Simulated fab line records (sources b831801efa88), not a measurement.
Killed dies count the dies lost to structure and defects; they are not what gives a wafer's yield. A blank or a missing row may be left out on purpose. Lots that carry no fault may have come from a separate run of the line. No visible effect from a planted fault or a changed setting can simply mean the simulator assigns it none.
Which tool is to blame? / flow gf180mcu / 6 lots, 18 wafers sampled, at 1 step of a route of 602

WHAT THE GAUGES READ, wafer by wafer
GF_SALICIDE_RS_MEAS_04: the measuring method here is four-point-probe.
lot=L750; measured=day 15 11:32; on=film_metro-04; SALICIDE_TIN_RS (ohm/sq)=17.6 17.1 17.3
lot=L752; measured=day 16 11:03; on=film_metro-04; SALICIDE_TIN_RS (ohm/sq)=17.3 17.0 17.3
lot=L754; measured=day 17 01:11; on=film_metro-03; SALICIDE_TIN_RS (ohm/sq)=17.1 17.1 16.9
lot=L762; measured=day 20 02:27; on=film_metro-01; SALICIDE_TIN_RS (ohm/sq)=17.6 17.7 17.4
lot=L769; measured=day 22 12:58; on=film_metro-01; SALICIDE_TIN_RS (ohm/sq)=17.0 16.8 17.4
lot=L771; measured=day 23 02:10; on=film_metro-01; SALICIDE_TIN_RS (ohm/sq)=16.9 17.5 17.3

EACH LOT AND THE TOOL THAT RAN IT (in order: tool; ch and the chambers of the sampled wafers; start)
There is no process step in the record ahead of these readings.

THE ANSWER, worked out from the rows above alone
Rule: usual is defined by the lots themselves. The widest of any qualifying gaps counts: lots, ordered by their means at a reading, are off when they make up no more than a third of the lots, leave a main group of 4 or more, and stand apart from it by 3 or more times the standard deviation of that group's means. The tables above print the reading to a certain number of digits; a main group whose means all agree to those digits is not used. Also off: a lot with no number at a reading for which 4 or more lots have one. The other lots that the step has rows for count as sound.
No lot is off on any of the readings shown, so nothing can be concluded from this.

WHAT THE SIMULATOR HAD PUT IN
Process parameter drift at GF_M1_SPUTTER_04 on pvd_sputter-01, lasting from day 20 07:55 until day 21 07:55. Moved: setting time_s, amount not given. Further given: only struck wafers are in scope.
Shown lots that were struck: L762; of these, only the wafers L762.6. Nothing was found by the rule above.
